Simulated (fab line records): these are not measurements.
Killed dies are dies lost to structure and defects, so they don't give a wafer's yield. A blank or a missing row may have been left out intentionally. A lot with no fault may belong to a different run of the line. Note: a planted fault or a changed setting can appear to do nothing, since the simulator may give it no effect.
fab line records ; flow sfqLine
record: lots: 6; wafers: 18; lastDay: 97
route steps=325 shown M1@68 I1@73 M2@88 I2@103 M8@325
lots untouched by any fault: they come from a run of this same line in which no faults occurred
startH: start of the lot's first displayed wafer, in hours after the record's first day ; waitH: time in hours since the lot's previous step ; " same as the row above ; L1.1+2: one row covering several wafers at once ; - value missing, or start not given ; * or withheld: withheld ; < > ~ a bound
route shown NAME@n: a module of which the file shows steps, and the number in the route of the first ; usual: the fault-free wafers' mean and standard deviation ; same: alike in all rows ; chamber/n: place in a boat ; sites: per-site readings ; _std_site: the standard deviation of these ; _edge_site: mean of outer sites minus mean of inner sites ; radiusMm: for every site, how far away it sits from the centre of the wafer ; mask NAME#n: copy n ; behind: the most recent tool/chamber to have shaped the wafer ; hold: why the lot went on hold/how many hours it stayed there/how the hold came to an end ; device: whichever transistor did not switch (one of n, p or np) ; end of line: at the end of the route, the tests of the same wafers ; step lacking rows: just its recipe ; killed: the dies lost at the first sort to structure and to defects; this is not the yield of the wafer ; map: per-die view of a wafer (x killed, . not killed, _ where there is no die)
set.NAME: setting as actually run; set.NAME@STEP: the setting as run at that earlier step ; model.NAME: the simulator's own value behind a step, which no gauge read
lots seen at some steps along the route; tables by step, rows by wafer
services: from which hour (startH, from the record's first day; less than 0 if before it) a tool's chamber was out of use, for how many hours, and why
== steps ==
step: SFQ_M1_OVL_MEAS_911
usual: M1_OVL: 3/6.6
lot.wafer;tool;chamber;startH;waitH;M1_OVL[nm]
L128.2;overlay-01;-;673.14;0.1;13
L128.3;overlay-01;-;673.14;0.1;1
L128.6;overlay-01;-;673.14;0.1;13
L141.2;overlay-02;-;813.08;0.1;5
L141.5;overlay-02;-;813.08;0.1;1
L141.6;overlay-02;-;813.08;0.1;9
L142.1;overlay-01;-;817.87;0.1;11
L142.3;overlay-01;-;817.87;0.1;11
L142.4;overlay-01;-;817.87;0.1;4
L143.1;overlay-01;-;821.47;0.1;-11
L143.2;overlay-01;-;821.47;0.1;-6
L143.6;overlay-01;-;821.47;0.1;-3
L145.2;overlay-02;-;837.08;0.1;6
L145.3;overlay-02;-;837.08;0.1;2
L145.4;overlay-02;-;837.08;0.1;6
L146.2;overlay-02;-;845.42;0.1;12
L146.3;overlay-02;-;845.42;0.1;3
L146.5;overlay-02;-;845.42;0.1;-1
step: SFQ_TRILAYER_M1_BARC_OPEN_METAL_ETCH_054
recipe: maskMaterial: PR; chemistry: O2; targetDepthNm: 125; target: BARC; icpW: 600; biasW: 80; pressureMtorr: 10; timeS: 41.7
step: SFQ_TRILAYER_M1_ETCH_METAL_ETCH_042
recipe: target: Nb; stopOn: SiO2; maskMaterial: PR; chemistry: Cl2/Ar; targetDepthNm: 240; icpW: 609.6; biasW: 80; pressureMtorr: 10; timeS: 120
step: SFQ_TRILAYER_M1_STRIP_STRIP_043
recipe: gas: O2; powerW: 200; platenTempC: 40; overashFraction: 0.65; chemistry: O2; pressureMtorr: 50
step: SFQ_TRILAYER_M1_STRIP_SOLV_CLEAN_044
recipe: chemistry: NMP; tempC: 70; timeS: 600
step: SFQ_TRILAYER_I1_DEP_PECVD_045
recipe: material: SiO2; tempC: 150; timeS: 111.11; pressureTorr: 2.4; rfW: 183.3; precursor: SiH4/N2O; targetThkNm: 500
usual: heaterPowerOuterW: 27/8.8; heaterPowerW: 77/13; throttleValvePct: 25.5/1.6
lot.wafer;tool;chamber;startH;waitH;heaterPowerOuterW;heaterPowerW;throttleValvePct
L128.2;pecvd-03;0;674.14;0.0;30;83;24.8
L128.3;pecvd-03;1;674.14;0.0;20;68;28.7
L128.6;pecvd-03;2;674.14;0.0;12;51;24.9
L141.2;pecvd-02;0;814.07;0.0;39;96;25.3
L141.5;pecvd-02;0;814.07;0.0;41;99;25.3
L141.6;pecvd-02;1;814.07;0.0;31;82;26.1
L142.1;pecvd-04;1;818.87;0.0;31;86;24.5
L142.3;pecvd-04;0;818.87;0.0;42;95;24.0
L142.4;pecvd-04;1;818.87;0.0;33;90;24.6
L143.1;pecvd-03;1;822.47;0.0;23;72;28.9
L143.2;pecvd-03;2;822.47;0.0;17;59;24.9
L143.6;pecvd-03;2;822.47;0.0;19;61;25.1
L145.2;pecvd-04;1;838.07;0.0;28;84;24.6
L145.3;pecvd-04;0;838.07;0.0;41;97;23.9
L145.4;pecvd-04;2;838.07;0.0;14;66;24.6
L146.2;pecvd-02;2;846.45;0.0;36;83;24.3
L146.3;pecvd-02;1;846.45;0.0;32;82;26.5
L146.5;pecvd-02;2;846.45;0.0;37;85;24.3
step: SFQ_TRILAYER_I1_CMP_CMP_046
recipe: material: SiO2; downForcePsi: 3; platenRpm: 60; padVelocityMS: 0.94248
usual: motorCurrentA: 10.5/1; retainingRingPressureFrac: 1.000/0.005; timeToEndpointS: 219/7.3
lot.wafer;tool;chamber;startH;waitH;motorCurrentA;retainingRingPressureFrac;timeToEndpointS
L128.3;cmp-01;3;674.22;0.0;9.6;1.002;219
L128.2;cmp-01;0;674.22;0.0;10.2;0.989;219
L128.6;cmp-01;0;676.72;2.5;10.0;0.993;227
L141.2;cmp-02;3;815.65;1.5;12.7;1.005;209
L141.5;cmp-02;0;815.65;1.5;8.5;1.006;216
L141.6;cmp-02;1;815.65;1.5;10.6;1.000;205
L142.1;cmp-01;1;819.55;0.6;10.6;1.005;213
L142.4;cmp-01;2;819.55;0.6;12.0;0.999;222
L142.3;cmp-01;3;819.55;0.6;9.7;1.000;215
L143.1;cmp-01;0;823.09;0.6;9.7;1.000;219
L143.2;cmp-01;1;823.09;0.6;10.4;1.007;217
L143.6;cmp-01;0;825.24;2.7;9.9;0.993;223
L145.2;cmp-01;0;838.15;0.0;10.3;1.003;209
L145.4;cmp-01;2;839.15;1.0;11.8;0.999;219
L145.3;cmp-01;3;839.15;1.0;9.6;1.001;215
L146.3;cmp-01;3;846.53;0.0;9.5;1.002;204
L146.2;cmp-01;1;847.53;1.0;10.0;0.992;211
L146.5;cmp-01;3;848.53;2.0;9.6;1.000;215
step: SFQ_I1_BOW_MEAS_912
recipe: mode: bow
usual: I1_BOW: 3/8.3
lot.wafer;tool;chamber;startH;waitH;I1_BOW[um]
L128.2;filmMetro-04;-;677.24;2.0;-4
L128.3;filmMetro-04;-;677.24;2.0;-1
L128.6;filmMetro-04;-;677.24;2.0;2
L141.2;filmMetro-04;-;817.17;1.0;9
L141.5;filmMetro-04;-;817.17;1.0;-2
L141.6;filmMetro-04;-;817.17;1.0;2
L142.1;filmMetro-04;-;822.55;2.5;-2
L142.3;filmMetro-04;-;822.55;2.5;0
L142.4;filmMetro-04;-;822.55;2.5;-7
L143.1;filmMetro-04;-;825.78;2.2;19
L143.2;filmMetro-04;-;825.78;2.2;7
L143.6;filmMetro-04;-;825.78;2.2;1
L145.2;filmMetro-03;-;841.17;2.5;9
L145.3;filmMetro-03;-;841.17;2.5;15
L145.4;filmMetro-03;-;841.17;2.5;13
L146.2;filmMetro-04;-;849.55;1.5;4
L146.3;filmMetro-04;-;849.55;1.5;9
L146.5;filmMetro-04;-;849.55;1.5;14
step: SFQ_TRILAYER_I1_METRO_MEASURE_047
step: SFQ_TRILAYER_I1_VIA_LITHO_COAT_054
recipe: resist: BARC; spinRpm: 3000; resistThkNm: 62
step: SFQ_TRILAYER_I1_VIA_LITHO_COAT_049
recipe: resist: KrF; spinRpm: 3000; resistThkNm: 650
step: SFQ_TRILAYER_I1_VIA_LITHO_SOFTBAKE_053
recipe: tempC: withheld; timeS: withheld; resist: KrF
step: SFQ_TRILAYER_I1_VIA_LITHO_EXPOSE_050
recipe: maskId: I1; na: 0.6; sourceShape: conventional; sigmaOuter: 0.65; targetCdNm: 500; doseMj: 21.3
lot.wafer;tool;chamber;startH;waitH;mask;model.I1.overlayXNm
L128.2+3+6;krfScanner-02;0;834.57;-;I1#0;0.01144
L141.2+5+6;krfScanner-01;0;967.08;-;I1#0;-0.03505
L142.1+3+4;krfScanner-01;0;971.68;-;I1#0;116.5
L143.1+2+6;krfScanner-01;0;974.08;-;I1#0;110.9
L145.2+3+4;krfScanner-02;0;995.87;-;I1#0;-3.302
L146.2+3+5;krfScanner-02;0;1003.07;-;I1#0;-2.311
step: SFQ_TRILAYER_I1_VIA_LITHO_PEB_052
recipe: pebTempC: 115; pebTimeS: 60; resist: KrF
step: SFQ_TRILAYER_I1_VIA_LITHO_DEVELOP_051
recipe: timeS: 60; resist: KrF
step: SFQ_I1_OVL_MEAS_913
usual: I1_OVL: -1/4.8
lot.wafer;tool;chamber;startH;waitH;I1_OVL[nm]
L128.2;overlay-02;-;835.88;0.1;-6
L128.3;overlay-02;-;835.88;0.1;6
L128.6;overlay-02;-;835.88;0.1;-3
L141.2;overlay-02;-;968.38;0.1;-3
L141.5;overlay-02;-;968.38;0.1;6
L141.6;overlay-02;-;968.38;0.1;-6
L142.1;overlay-01;-;973.18;0.1;112
L142.3;overlay-01;-;973.18;0.1;113
L142.4;overlay-01;-;973.18;0.1;109
L143.1;overlay-02;-;975.58;0.1;106
L143.2;overlay-02;-;975.58;0.1;103
L143.6;overlay-02;-;975.58;0.1;113
L145.2;overlay-02;-;997.18;0.1;5
L145.3;overlay-02;-;997.18;0.1;5
L145.4;overlay-02;-;997.18;0.1;-3
L146.2;overlay-02;-;1004.38;0.1;-4
L146.3;overlay-02;-;1004.38;0.1;-10
L146.5;overlay-02;-;1004.38;0.1;-2
step: SFQ_TRILAYER_I1_VIA_BARC_OPEN_VIA_ETCH_071
recipe: maskMaterial: PR; chemistry: O2; targetDepthNm: 125; target: BARC; sourceW: 500; biasW: 80; pressureMtorr: 30; timeS: 41.7
step: SFQ_TRILAYER_I1_VIA_ETCH_VIA_ETCH_052
recipe: target: SiO2; stopOn: Nb; maskMaterial: PR; taperDeg: 20; chemistry: CHF3; targetDepthNm: 260; sourceW: 500; biasW: 81.53; pressureMtorr: 30; timeS: withheld
step: SFQ_TRILAYER_I1_VIA_STRIP_STRIP_053
recipe: gas: O2; powerW: 200; platenTempC: 40; overashFraction: 0.65; chemistry: O2; pressureMtorr: 50
step: SFQ_TRILAYER_I1_VIA_STRIP_SOLV_CLEAN_054
recipe: chemistry: NMP; tempC: 70; timeS: 600
step: SFQ_TRILAYER_M2_DEP_PRE_CLEAN_056
recipe: gas: Ar; timeS: 22.5; biasV: 250
step: SFQ_TRILAYER_M2_DEP_SPUTTER_055
recipe: material: Nb; basePressurePa: 1.33e-06; chamberPressurePa: 0.1333; substrateTempC: 20; resputterCathodeVoltageV: 400; targetThkNm: 200; powerW: 2000; timeS: 133.3
step: SFQ_M2_RS_MEAS_914
recipe: thkMeasGauge: four-point-probe; reads: Nb_of_TRILAYER_M2_DEP_SPUTTER_055
usual: M2_NB_RS: 0.893/0.0071
lot.wafer;tool;chamber;startH;waitH;M2_NB_RS[ohm/sq]
L128.2;filmMetro-04;-;836.99;0.1;0.885
L128.3;filmMetro-04;-;836.99;0.1;0.890
L128.6;filmMetro-04;-;836.99;0.1;0.887
L141.2;filmMetro-04;-;969.48;0.1;0.894
L141.5;filmMetro-04;-;969.48;0.1;0.894
L141.6;filmMetro-04;-;969.48;0.1;0.898
L142.1;filmMetro-01;-;974.26;0.0;0.893
L142.3;filmMetro-01;-;974.26;0.0;0.901
L142.4;filmMetro-01;-;974.26;0.0;0.891
L143.1;filmMetro-01;-;976.66;0.0;0.888
L143.2;filmMetro-01;-;976.66;0.0;0.886
L143.6;filmMetro-01;-;976.66;0.0;0.883
L145.2;filmMetro-01;-;998.88;0.1;0.888
L145.3;filmMetro-01;-;998.88;0.1;0.884
L145.4;filmMetro-01;-;998.88;0.1;0.885
L146.2;filmMetro-02;-;1006.08;0.1;0.893
L146.3;filmMetro-02;-;1006.08;0.1;0.894
L146.5;filmMetro-02;-;1006.08;0.1;0.903
step: SFQ_TRILAYER_M2_LITHO_COAT_062
recipe: resist: BARC; spinRpm: 3000; resistThkNm: 62
step: SFQ_TRILAYER_M2_LITHO_COAT_057
recipe: resist: KrF; spinRpm: 3000; resistThkNm: 600
step: SFQ_TRILAYER_M2_LITHO_SOFTBAKE_061
recipe: tempC: withheld; timeS: withheld; resist: KrF
step: SFQ_TRILAYER_M2_LITHO_EXPOSE_058
recipe: maskId: M2; na: 0.6; sourceShape: conventional; sigmaOuter: 0.65; targetCdNm: 500; doseMj: 14.4
step: SFQ_TRILAYER_M2_LITHO_PEB_060
recipe: pebTempC: 115; pebTimeS: 60; resist: KrF
step: SFQ_TRILAYER_M2_LITHO_DEVELOP_059
recipe: timeS: 60; resist: KrF
step: SFQ_M2_OVL_MEAS_916
usual: M2_OVL: 0/6.2
lot.wafer;tool;chamber;startH;waitH;M2_OVL[nm]
L128.2;overlay-02;-;986.65;0.1;0
L128.3;overlay-02;-;986.65;0.1;5
L128.6;overlay-02;-;986.65;0.1;5
L141.2;overlay-02;-;1125.06;0.1;2
L141.5;overlay-02;-;1125.06;0.1;7
L141.6;overlay-02;-;1125.06;0.1;0
L142.1;overlay-02;-;1127.45;0.1;7
L142.3;overlay-02;-;1127.45;0.1;10
L142.4;overlay-02;-;1127.45;0.1;20
L143.1;overlay-02;-;1129.30;0.1;0
L143.2;overlay-02;-;1129.30;0.1;0
L143.6;overlay-02;-;1129.30;0.1;-6
L145.2;overlay-02;-;1150.90;0.1;9
L145.3;overlay-02;-;1150.90;0.1;4
L145.4;overlay-02;-;1150.90;0.1;12
L146.2;overlay-02;-;1158.10;0.1;3
L146.3;overlay-02;-;1158.10;0.1;0
L146.5;overlay-02;-;1158.10;0.1;8
step: SFQ_TRILAYER_M2_BARC_OPEN_METAL_ETCH_077
recipe: maskMaterial: PR; chemistry: O2; targetDepthNm: 125; target: BARC; icpW: 600; biasW: 80; pressureMtorr: 10; timeS: 41.7
usual: drypumpMotorCurrentA: 5.7/0.5; heBacksideLeakSccm: 3.5/0.32; oesProductAu: 0.685/0.0048
lot.wafer;tool;chamber;startH;waitH;drypumpMotorCurrentA;heBacksideLeakSccm;oesProductAu;rfHoursCounterH
L128.2;rieMetal-02;1;986.70;0.0;6.3;3.6;0.682;-
L128.3;rieMetal-02;1;986.70;0.0;6.3;3.6;0.681;-
L128.6;rieMetal-02;1;986.70;0.0;6.3;3.6;0.686;-
L141.2;rieMetal-03;1;1125.09;0.0;4.8;3.7;0.679;125
L141.5;rieMetal-03;0;1125.09;0.0;5.6;3.4;0.685;-
L141.6;rieMetal-03;1;1125.09;0.0;4.8;3.4;0.685;-
L142.1;rieMetal-02;1;1127.49;0.0;6.3;3.7;0.678;129
L142.3;rieMetal-02;0;1127.49;0.0;6.1;3.8;0.685;-
L142.4;rieMetal-02;1;1127.49;0.0;6.3;3.7;0.691;-
L143.1;rieMetal-03;0;1129.33;0.0;5.5;3.1;0.688;66
L143.2;rieMetal-03;1;1129.33;0.0;4.8;3.5;0.683;125
L143.6;rieMetal-03;0;1129.33;0.0;5.6;3.6;0.682;-
L145.2;rieMetal-03;0;1150.95;0.0;5.5;3.4;0.684;-
L145.3;rieMetal-03;0;1150.95;0.0;5.5;3.3;0.687;-
L145.4;rieMetal-03;0;1150.95;0.0;5.6;3.7;0.690;-
L146.2;rieMetal-04;1;1158.13;0.0;6.2;3.7;0.690;101
L146.3;rieMetal-04;0;1158.13;0.0;5.6;3.1;0.687;-
L146.5;rieMetal-04;0;1158.13;0.0;5.6;3.3;0.686;-
step: SFQ_TRILAYER_M2_ETCH_METAL_ETCH_060
recipe: target: Nb; stopOn: SiO2; maskMaterial: PR; chemistry: Cl2/Ar; targetDepthNm: 240; icpW: 600; biasW: 80; pressureMtorr: 10; timeS: 120
step: SFQ_TRILAYER_M2_STRIP_STRIP_061
recipe: gas: O2; powerW: 200; platenTempC: 40; overashFraction: 0.65; chemistry: O2; pressureMtorr: 50
step: SFQ_TRILAYER_M2_STRIP_SOLV_CLEAN_062
recipe: chemistry: NMP; tempC: 70; timeS: 600
step: SFQ_TRILAYER_I2_DEP_PECVD_063
recipe: material: SiO2; tempC: 150; timeS: 111.11; pressureTorr: 2.4; rfW: 183.3; precursor: SiH4/N2O; targetThkNm: 500
usual: heaterPowerOuterW: 24/7.5; heaterPowerW: 72/12; throttleValvePct: 24.5/1.5
lot.wafer;tool;chamber;startH;waitH;heaterPowerOuterW;heaterPowerW;throttleValvePct
L128.2;pecvd-01;2;988.42;0.0;25;68;26.4
L128.3;pecvd-01;1;988.42;0.0;22;74;24.2
L128.6;pecvd-01;1;988.42;0.0;25;76;24.3
L141.2;pecvd-03;0;1126.05;0.0;29;80;21.9
L141.5;pecvd-03;2;1126.05;0.0;21;66;24.8
L141.6;pecvd-03;1;1126.05;0.0;23;70;23.1
L142.1;pecvd-04;0;1128.45;0.0;40;97;24.6
L142.3;pecvd-04;1;1128.45;0.0;30;88;25.0
L142.4;pecvd-04;1;1128.45;0.0;33;88;25.2
L143.1;pecvd-01;0;1130.29;0.0;25;66;26.0
L143.2;pecvd-01;1;1130.29;0.0;27;82;24.4
L143.6;pecvd-01;0;1130.29;0.0;15;54;26.1
L145.2;pecvd-03;1;1152.68;0.0;19;65;23.4
L145.3;pecvd-03;0;1152.68;0.0;20;68;22.0
L145.4;pecvd-03;1;1152.68;0.0;21;68;23.3
L146.2;pecvd-03;2;1159.11;0.0;14;55;24.9
L146.3;pecvd-03;0;1159.11;0.0;31;81;21.9
L146.5;pecvd-03;0;1159.11;0.0;19;66;21.8
step: SFQ_TRILAYER_I2_CMP_CMP_064
recipe: material: SiO2; downForcePsi: 3; platenRpm: 60; padVelocityMS: 0.94248
usual: motorCurrentA: 10.6/1.2; retainingRingPressureFrac: 1.000/0.0048; timeToEndpointS: 215/7.7
lot.wafer;tool;chamber;startH;waitH;motorCurrentA;retainingRingPressureFrac;timeToEndpointS
L128.2;cmp-02;2;992.15;3.7;9.7;0.994;221
L128.3;cmp-02;0;993.15;4.7;8.6;1.002;224
L128.6;cmp-02;1;993.15;4.7;10.4;1.005;228
L141.2;cmp-02;3;1126.63;0.5;12.5;1.004;211
L141.6;cmp-02;2;1128.13;2.0;10.7;1.010;221
L141.5;cmp-02;3;1128.13;2.0;12.8;1.001;221
L142.1;cmp-02;2;1129.13;0.6;10.2;1.004;202
L142.4;cmp-02;3;1129.13;0.6;12.3;0.989;214
L142.3;cmp-02;0;1129.13;0.6;8.4;0.995;210
L143.1;cmp-01;1;1130.37;0.0;10.3;0.999;213
L143.2;cmp-01;0;1131.87;1.5;10.5;1.000;228
L143.6;cmp-01;2;1132.87;2.5;12.1;1.006;221
L145.2;cmp-02;2;1154.61;1.9;10.4;0.992;215
L145.4;cmp-02;0;1155.61;2.9;8.6;0.996;224
L145.3;cmp-02;1;1155.61;2.9;11.2;1.001;212
L146.2;cmp-01;2;1162.73;3.6;11.6;0.996;215
L146.3;cmp-01;0;1163.73;4.6;10.0;1.003;214
L146.5;cmp-01;2;1164.73;5.5;12.0;1.004;222
step: SFQ_I2_BOW_MEAS_917
recipe: mode: bow
usual: I2_BOW: 3/9.7
lot.wafer;tool;chamber;startH;waitH;I2_BOW[um]
L128.2;filmMetro-03;-;994.67;2.0;-5
L128.3;filmMetro-03;-;994.67;2.0;-4
L128.6;filmMetro-03;-;994.67;2.0;2
L141.2;filmMetro-03;-;1129.15;2.0;7
L141.5;filmMetro-03;-;1129.15;2.0;-4
L141.6;filmMetro-03;-;1129.15;2.0;0
L142.1;filmMetro-02;-;1132.13;2.5;-6
L142.3;filmMetro-02;-;1132.13;2.5;-2
L142.4;filmMetro-02;-;1132.13;2.5;-11
L143.1;filmMetro-03;-;1133.37;2.5;17
L143.2;filmMetro-03;-;1133.37;2.5;6
L143.6;filmMetro-03;-;1133.37;2.5;0
L145.2;filmMetro-03;-;1157.63;2.5;15
L145.3;filmMetro-03;-;1157.63;2.5;21
L145.4;filmMetro-03;-;1157.63;2.5;19
L146.2;filmMetro-04;-;1165.25;2.0;6
L146.3;filmMetro-04;-;1165.25;2.0;12
L146.5;filmMetro-04;-;1165.25;2.0;18
step: SFQ_TRILAYER_I2_METRO_MEASURE_065
step: SFQ_TRILAYER_I2_VIA_LITHO_COAT_072
recipe: resist: BARC; spinRpm: 3000; resistThkNm: 62
step: SFQ_TRILAYER_I2_VIA_LITHO_COAT_067
recipe: resist: KrF; spinRpm: 3000; resistThkNm: 650
step: SFQ_TRILAYER_I2_VIA_LITHO_SOFTBAKE_071
recipe: tempC: withheld; timeS: withheld; resist: KrF
step: SFQ_M8_BOW_MEAS_951
recipe: mode: bow
usual: M8_BOW: 9/12
lot.wafer;tool;chamber;startH;waitH;M8_BOW[um];model.etest.i1.linkOhm
L128.2;filmMetro-03;-;2176.53;0.0;2;1.936
L128.3;filmMetro-03;-;2176.53;0.0;3;1.946
L128.6;filmMetro-03;-;2176.53;0.0;7;1.943
L141.2;filmMetro-03;-;2272.22;0.0;7;1.952
L141.5;filmMetro-03;-;2272.22;0.0;-4;1.955
L141.6;filmMetro-03;-;2272.22;0.0;0;1.952
L142.1;filmMetro-04;-;2274.58;0.0;-4;2.048
L142.3;filmMetro-04;-;2274.58;0.0;-1;2.067
L142.4;filmMetro-04;-;2274.58;0.0;-8;2.042
L143.1;filmMetro-04;-;2303.52;0.0;29;1.995
L143.2;filmMetro-04;-;2303.52;0.0;17;1.998
L143.6;filmMetro-04;-;2303.52;0.0;12;1.981
L145.2;filmMetro-04;-;2326.78;0.0;25;1.957
L145.3;filmMetro-04;-;2326.78;0.0;28;1.941
L145.4;filmMetro-04;-;2326.78;0.0;27;1.952
L146.2;filmMetro-03;-;2330.38;0.0;8;1.955
L146.3;filmMetro-03;-;2330.38;0.0;16;1.951
L146.5;filmMetro-03;-;2330.38;0.0;21;1.96
== services ==
tool;chamber;startH;hours;kind
pecvd-03;-;695.44;2.8;pm
cmp-02;-;707.80;5.3;pm
cmp-01;-;714.89;1.1;repair
cmp-01;-;725.81;2.1;repair
cmp-02;-;748.93;4.0;pm
cmp-02;-;752.93;11.2;pm
cmp-01;-;754.27;3.8;repair
cmp-02;-;822.34;0.5;repair
cmp-02;-;831.73;1.7;repair
cmp-01;-;918.02;4.0;pm
cmp-02;-;919.97;0.4;repair
pecvd-03;-;933.25;14.0;pm
cmp-01;-;944.23;8.9;pm
cmp-01;-;966.33;1.7;repair
cmp-02;-;979.40;1.6;repair
cmp-01;-;982.46;11.6;repair
cmp-02;-;1000.15;0.8;repair
pecvd-03;-;1014.89;6.0;pm
cmp-01;-;1015.29;1.1;repair
cmp-01;-;1022.37;7.0;pm
pecvd-03;-;1044.78;0.3;repair
cmp-01;-;1071.27;1.9;repair
cmp-01;-;1091.61;0.4;repair
cmp-01;-;1107.48;0.3;repair
== key ==
firstSign: step: SFQ_I1_OVL_MEAS_913; reading: I1_OVL; direction: up; sigmas: 23; usual: -1; struck: 109
effect none on later readings
modelEffect: step: SFQ_TRILAYER_I1_VIA_LITHO_EXPOSE_050; value: I1.overlayXNm; without: 4.918; struck: 113.7
modelEffect: step: SFQ_M8_BOW_MEAS_951; value: etest.i1.linkOhm; without: 1.97; struck: 2.022
metAt SFQ_TRILAYER_I1_VIA_LITHO_EXPOSE_050
struckWafers L142.1,L142.3,L142.4,L143.1,L143.2,L143.6
onsetBetween 967.08 971.68
fault: kind: scannerMatchingOverlay; tool: krfScanner-01; chamber: -; onsetH: 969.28; steps: SFQ_TRILAYER_I1_VIA_LITHO_EXPOSE_050; offset: 108.78
